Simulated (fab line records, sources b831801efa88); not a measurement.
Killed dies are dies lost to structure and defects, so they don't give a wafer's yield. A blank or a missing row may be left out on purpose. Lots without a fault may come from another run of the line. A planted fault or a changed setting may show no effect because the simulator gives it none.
Which tool did it? | flow gf180mcu | 14 lots, 42 wafers sampled, at 2 steps of a route of 602

WHAT THE GAUGES READ, wafer by wafer
GF_STI_CD_MEAS_12: target cd 220 nm.
lot  | measured    | on        | cd_nm (nm)
L203 | day 2 06:12 | cd_sem-02 | 220.4 219.9 220.9
L204 | day 2 12:58 | cd_sem-01 | 222.2 220.3 221.6
L207 | day 3 04:08 | cd_sem-02 | 221.3 221.6 220.6
L208 | day 3 09:59 | cd_sem-01 | 221.5 221.4 221.9
L209 | day 3 13:44 | cd_sem-02 | 219.2 219.0 220.1
L210 | day 3 20:01 | cd_sem-02 | 220.8 221.0 221.5
L211 | day 3 23:31 | cd_sem-01 | 222.5 221.8 222.3
L212 | day 4 04:40 | cd_sem-01 | 220.6 220.0 220.4
L217 | day 5 06:07 | cd_sem-02 | 220.2 220.5 220.3
L220 | day 6 00:26 | cd_sem-02 | 220.6 219.6 218.0
L221 | day 6 03:27 | cd_sem-01 | 217.8 219.3 219.7
L222 | day 6 08:29 | cd_sem-02 | 223.4 223.0 222.0
L223 | day 6 13:27 | cd_sem-02 | 220.4 219.2 221.0
L224 | day 6 19:52 | cd_sem-01 | 220.9 221.0 220.3

GF_STI_THK_MEAS_30.
lot  | measured    | on            | STI_OXIDATION_02_THK (nm)
L203 | day 2 12:31 | film_metro-01 | 10.19 9.94 10.13
L204 | day 2 17:38 | film_metro-03 | 10.05 10.14 10.04
L207 | day 3 08:29 | film_metro-02 | 10.45 10.27 10.33
L208 | day 3 14:35 | film_metro-03 | 10.23 10.59 10.31
L209 | day 3 18:14 | film_metro-03 | 10.24 10.26 10.24
L210 | day 4 00:22 | film_metro-01 | 10.37 10.28 10.42
L211 | day 4 04:13 | film_metro-01 | 9.96 9.99 10.02
L212 | day 4 09:23 | film_metro-03 | 10.13 10.26 10.05
L217 | day 5 11:01 | film_metro-01 | 9.87 10.07 9.91
L220 | day 6 06:41 | film_metro-01 | 9.75 9.52 9.73
L221 | day 6 08:26 | film_metro-02 | 9.79 9.64 9.71
L222 | day 6 12:55 | film_metro-01 | 9.43 9.82 9.77
L223 | day 6 18:10 | film_metro-01 | 9.88 10.16 9.96
L224 | day 7 00:13 | film_metro-03 | 9.71 9.78 9.72

WHICH TOOL RAN EACH LOT (tool, then ch and the chambers of the sampled wafers, then the start)
The record holds no process step before these readings.

WHAT THE TOOLS THEMSELVES READ (means of the sampled wafers that have a number; where no wafer has one, the mark that the record gives instead)
The record holds no such reading with a usual standard deviation.

THE ANSWER, worked out from the rows above alone
Rule: what is usual is taken from the lots themselves. Put in order of their means at a reading, lots are off if they are a third of the lots or fewer, leave a main group of 4 or more, and stand apart from it by a gap of 3 or more times the standard deviation of the main group's means; of several such gaps the widest counts. A main group whose means are all the same, to the digits that the tables above print for the reading, isn't used. A lot without any number at a reading at which 4 lots or more have one is off too. The other lots that the step has rows for count as sound. The gauges are gone through in route order, then the tools' own readings, and for those a lot's mean is taken as printed above. The first step at which some lot is off is used, and at that step the reading that is off furthest; a lot without a number counts as furthest.
No lot is off at any reading shown: from this, nothing can be told.

WHAT THE SIMULATOR HAD PUT IN
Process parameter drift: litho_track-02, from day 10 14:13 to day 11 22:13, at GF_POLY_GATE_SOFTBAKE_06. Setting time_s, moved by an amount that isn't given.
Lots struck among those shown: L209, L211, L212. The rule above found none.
